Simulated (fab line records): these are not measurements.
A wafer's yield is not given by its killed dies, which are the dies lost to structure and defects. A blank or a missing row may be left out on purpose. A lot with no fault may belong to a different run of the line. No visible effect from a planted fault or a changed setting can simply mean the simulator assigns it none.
Comparing a struck lot with a sound one -- flow sky130 -- 16 steps out of a route of 708
Sound: the wafers L575.3, L575.4, L575.5. Struck: wafer L584.1 (L584.3, L584.4, from the same lot, were not struck and are left out); the cause is given at the end.
Each step with rows lists, per side, the tool, then ch with its chambers, then its first start. Under that, the readings that differ: sound wafers -- struck wafers -- difference of the means -- sigmas: that difference in standard deviations of wafers without a fault.
alike: same words and numbers on both sides, and readings whose means sit less than 2 such deviations apart. not compared: any withheld reading, any reading some wafer has no value for, any bound like >300 that may hide the same value, and any number with overlapping values for which the record gives no deviation.
The two part at a step that has a row with sigmas, a row that says differs or no value, or rows on one side only. Non-overlapping numbers with no deviation appear without sigmas and do not part them. Lack of a reading on every wafer of one side parts them only where that side has two or more wafers.

SKY_FIELD_ISO_THK_MEAS_02:
  struck on film-metro-01, day 4 19:38; sound on film-metro-03, day 2 23:12
  alike: FIELD_ISO_OXIDATION_00_THK
then, 1 step without rows for these wafers: SKY_FIELD_ISO_CVD_03 (deposits Si3N4 from DCS/NH3, target thk 165 nm, time 2830 s).
SKY_FIELD_ISO_THK_MEAS_04:
  struck on film-metro-04, day 4 21:29; sound on film-metro-03, day 3 01:37
  alike: FIELD_ISO_CVD_03_THK
then, 8 steps without rows for these wafers: SKY_FIELD_ISO_DEHYDRATE_05 (time 60 s); SKY_FIELD_ISO_HMDS_06 (prime time 60 s); SKY_FIELD_ISO_COAT_07 (resist thk 60 nm); SKY_FIELD_ISO_COAT_08 (resist thk 450 nm); SKY_FIELD_ISO_SOFTBAKE_09 (time 90 s); SKY_FIELD_ISO_EXPOSE_10 (exposes mask FOM, target cd 150 nm); SKY_FIELD_ISO_PEB_11; SKY_FIELD_ISO_DEVELOP_12 (develop time 60 s).
SKY_FIELD_ISO_CD_MEAS_13: the cd target is 150 nm.
  struck on cd-sem-02, day 5 15:26; sound on cd-sem-01, day 3 17:18
  alike: cd-nm
SKY_FIELD_ISO_ETCH_14: etches BARC in N2/H2, stops on SiO2, time 45.9 s, target depth 60 nm.
  sound on rie-diel-02 ch 0,1,3, day 3 17:23; struck on rie-diel-03 ch 2, day 5 15:33
reading,sound,struck,difference,sigmas
rf-fwd-power-W (W),492.8 497.0 491.1,414.4,-79.2,-36
model.KrF-thick_of_FIELD_ISO_COAT_08.thk-nm (nm),392.3 390.7 389.6,401.4,+10.5,
  alike: drypump-motor-current-A, n2-flow-sccm, oes-product-au, throttle-valve-pct
  not compared: rf-hours-counter-h
SKY_FIELD_ISO_ETCH_15: etches the open film in CHF3/O2, stops on Si, target depth 180 nm, time 72 s.
  sound on rie-diel-02 ch 0,1,3, day 3 17:25; struck on rie-diel-03 ch 2, day 5 15:35
reading,sound,struck,difference,sigmas
model.KrF-thick_of_FIELD_ISO_COAT_08.thk-nm (nm),237 234.1 231.9,248.8,+14.5,
  alike: drypump-motor-current-A, oes-product-au, rf-fwd-power-W, throttle-valve-pct
  not compared: rf-hours-counter-h
SKY_FIELD_ISO_STRIP_16: strips in O2/N2.
  sound on plasma-asher-01 ch 0,1, day 3 17:31; struck on plasma-asher-03 ch 0, day 5 15:39
reading,sound,struck,difference,sigmas
oes-product-au (a.u.),0.378 0.367 0.372,0.384,+0.012,+2
rf-hours-counter-h (h),- - -,42,no value on the sound wafers,
strip-time-to-endpoint-s (s),3.57 3.53 3.50,3.68,+0.15,+4
  alike: drypump-motor-current-A, n2-flow-sccm
-- here the record skips 44 days between the struck wafers' starts before and after, leaving off in module FIELD_ISO and picking up in module PAD_OPEN (first step shown: number 708 of the route) --
SKY_PAD_OPEN_PROBE_99:
  struck on prober-01, day 49 14:01; sound on prober-02, day 47 14:01
reading,sound,struck,difference,sigmas
killed-short,32 41 41,51,+13,+2
  alike: killed_at_M0_to_M3, killed_at_M4_up, killed-at-contacts, killed-at-front-end, killed-at-other, killed-dies, killed-open

== WHERE THEY PART ==
Last at SKY_PAD_OPEN_PROBE_99 as far as this record goes, first at SKY_FIELD_ISO_ETCH_14.

WHY: what had been put in by the simulator
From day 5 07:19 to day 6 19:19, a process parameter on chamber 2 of rie-diel-03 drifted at SKY_FIELD_ISO_ETCH_14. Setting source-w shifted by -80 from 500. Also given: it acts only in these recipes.
